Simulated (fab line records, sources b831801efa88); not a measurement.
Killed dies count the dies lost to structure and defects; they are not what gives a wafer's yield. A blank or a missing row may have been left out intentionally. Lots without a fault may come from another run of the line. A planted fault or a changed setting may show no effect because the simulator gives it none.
A struck lot beside a sound one ; flow sky130 ; 43 out of 708 route steps
Sound: the wafers L219.2, L219.3, L219.5. Struck: wafer L210.6 (L210.4, L210.5, from the same lot, were not struck and are left out); the cause is given at the end.
Each step with rows lists, per side, the tool, then ch with its chambers, then its first start. Under that, the readings that differ: sound wafers ; struck wafers ; difference of the means ; sigmas: that difference in standard deviations of wafers without a fault.
alike: readings with means less than 2 such deviations apart, plus words and numbers identical on both sides. not compared: withheld readings, readings lacking a value on some wafer, bounds such as >300 that could conceal the same value, and numbers that have no deviation in the record and whose values overlap.
Wherever a step has rows on one side only, a row that says differs or no value, or a row with sigmas, the two part there. When numbers do not overlap yet have no deviation, they are printed without sigmas and do not part them. Lack of a reading on every wafer of one side parts them only where that side has two or more wafers.

SKY_CAPM_SPUTTER_02: material TiN, target thk 200 nm, time 166.7 s.
  sound on pvd sputter-03, day 39 23:49; struck on pvd sputter-01, day 37 08:43
reading;sound;struck;difference;sigmas
throttle valve pct (%);29.0 29.8 28.8;32.1;+2.9;+3
SKY_CAPM_RS_MEAS_03: the measuring method here is four-point-probe.
  sound on film metro-03, day 39 23:57; struck on film metro-03, day 37 08:53
  alike: CAPM_TIN_RS
SKY_CAPM_THK_MEAS_04: measures by xrf.
  sound on film metro-03, day 40 00:04; struck on film metro-03, day 37 08:58
  alike: CAPM_TIN_THK
then, 7 steps without rows for these wafers: SKY_CAPM_DEHYDRATE_05 (time 60 s); SKY_CAPM_HMDS_06 (prime time 60 s); SKY_CAPM_COAT_07 (resist thk 1140 nm); SKY_CAPM_SOFTBAKE_08 (time 60 s); SKY_CAPM_EXPOSE_09 (exposes mask CAPM, target cd 1000 nm); SKY_CAPM_PEB_10; SKY_CAPM_DEVELOP_11 (develop time 60 s).
SKY_CAPM_OVL_MEAS_12:
  sound on overlay-01, day 40 23:55; struck on overlay-01, day 38 09:25
  alike: CAPM_OVL
SKY_CAPM_METAL_ETCH_13: etches TiN in Cl2/BCl3, stops on SiO2, target depth 220 nm, time 62.9 s.
  sound on rie metal-01 ch 0,1, day 40 23:56; struck on rie metal-01 ch 0, day 38 09:28
  alike: drypump motor current A, he backside leak sccm, oes product au, throttle valve pct
  not compared: rf hours counter h
SKY_CAPM_STRIP_14: strips in O2/N2.
  sound on plasma asher-01 ch 0, day 41 00:01; struck on plasma asher-02 ch 1, day 38 09:34
  alike: drypump motor current A, o2 flow sccm, oes product au, strip time to endpoint s
  not compared: rf hours counter h
then, 11 steps without rows for these wafers: SKY_CAPM_STRIP_15 (strips in post etch residue remover, time 1200 s); SKY_CAPM_CLEAN_16 (cleans in IPA, time 180 s); SKY_CAPM_CLEAN_17 (cleans in O3/DIW); SKY_METAL3_DEHYDRATE_05 (time 60 s); SKY_METAL3_HMDS_06 (prime time 60 s); SKY_METAL3_COAT_07 (resist thk 60 nm); SKY_METAL3_COAT_08 (resist thk 1140 nm); SKY_METAL3_SOFTBAKE_09 (time 90 s); SKY_METAL3_EXPOSE_10 (exposes mask MM3, target cd 300 nm); SKY_METAL3_PEB_11; SKY_METAL3_DEVELOP_12 (develop time 60 s).
SKY_METAL3_CD_MEAS_13: target cd 300 nm.
  sound on cd sem-01, day 42 00:43; struck on cd sem-02, day 39 11:10
  alike: cd nm
SKY_METAL3_OVL_MEAS_14:
  sound on overlay-01, day 42 00:50; struck on overlay-01, day 39 11:15
reading;sound;struck;difference;sigmas
METAL3_OVL (nm);7 15 20;3;-11;-2
SKY_METAL3_DESCUM_15: chemistry O2, time 8 s.
  sound on rie metal-04 ch 0,1, day 42 00:52; struck on rie metal-04 ch 1, day 39 11:17
  alike: drypump motor current A, he backside leak sccm, oes product au
  not compared: rf hours counter h
SKY_METAL3_ETCH_16: etches BARC in N2/H2, stops on SiO2, time 85.97 s, target depth 60 nm.
  sound on rie metal-04 ch 0,1, day 42 00:53; struck on rie metal-04 ch 1, day 39 11:20
  alike: drypump motor current A, h2 flow sccm, he backside leak sccm, oes product au, throttle valve pct
  not compared: rf hours counter h
then, 7 steps without rows for these wafers: SKY_METAL3_ETCH_17 (etches SiO2 in C4F8/O2/Ar, stops on TiN, time 3.9 s, target depth 15 nm); SKY_METAL3_METAL_ETCH_18 (etches the open film in Cl2/BCl3, stops on SiO2, target depth 845 nm, time 183.1 s); SKY_METAL3_STRIP_19 (strips in O2/N2); SKY_METAL3_STRIP_20 (strips in post etch residue remover, time 1200 s); SKY_METAL3_CLEAN_21 (cleans in IPA, time 180 s); SKY_METAL3_CLEAN_22 (cleans in O3/DIW); SKY_VIA3_HDPCVD_00 (deposits SiO2, target thk 1635 nm, time 272.5 s).
SKY_VIA3_THK_MEAS_01:
  sound on film metro-04, day 42 02:04; struck on film metro-04, day 39 12:28
  alike: VIA3_HDPCVD_THK
SKY_VIA3_CMP_02: polishes SiO2.
  sound on cmp-02 ch 0,2,3, day 42 02:10; struck on cmp-01 ch 1, day 39 12:29
  alike: head pressure psi, motor current A
SKY_VIA3_BOW_MEAS_03:
  sound on film metro-01, day 42 02:29; struck on film metro-02, day 39 12:51
  alike: VIA3_BOW
then, 4 steps without rows for these wafers: SKY_VIA3_DEHYDRATE_04 (time 60 s); SKY_VIA3_HMDS_05 (prime time 60 s); SKY_VIA3_COAT_06 (resist thk 60 nm); SKY_VIA3_COAT_07 (resist thk 450 nm).
-- the record jumps here: 7 days lie between the struck wafers' starts before and after (it left off in module VIA3 and takes up again in module PAD_OPEN, whose first step shown is number 708 of the route) --
SKY_PAD_OPEN_PROBE_99:
  sound on prober-02, day 48 16:11; struck on prober-01, day 46 14:12
reading;sound;struck;difference;sigmas
defect limited yield (%);81.9 79.9 81.1;71.5;-9.5;-5
killed_at_M4_up;9 5 4;1;-5;-2
killed at other;3 0 0;54;+53;+99 or more
killed dies;89 99 93;140;+46;+5
sort_bin_3_pad_short (%);0.8 0.8 0.6;2.6;+1.9;+5
sort_bin_5_function (%);10.6 11.8 12.0;17.9;+6.4;+4
sort n pass;403 393 399;352;-46;-5
sort yield pct (%);81.9 79.9 81.1;71.5;-9.5;-5
model.etest.tester.sort n pass;403 393 399;352;-46;
model.etest.tester.sort yield pct (%);81.91 79.88 81.1;71.54;-9.42;
model.etest.tester.sort_bin_5_pct (%);10.57 11.79 11.99;17.89;+6.44;
model.etest.tester.sort_bin_3_pct (%);0.813 0.813 0.6098;2.642;+1.897;
  alike: killed_at_M0_to_M3, killed at contacts, killed at front end, killed open, killed short, sort_bin_6_memory

## WHERE THEY PART
First at SKY_CAPM_SPUTTER_02; last, within this record, at SKY_PAD_OPEN_PROBE_99.

WHY: what had been put in by the simulator
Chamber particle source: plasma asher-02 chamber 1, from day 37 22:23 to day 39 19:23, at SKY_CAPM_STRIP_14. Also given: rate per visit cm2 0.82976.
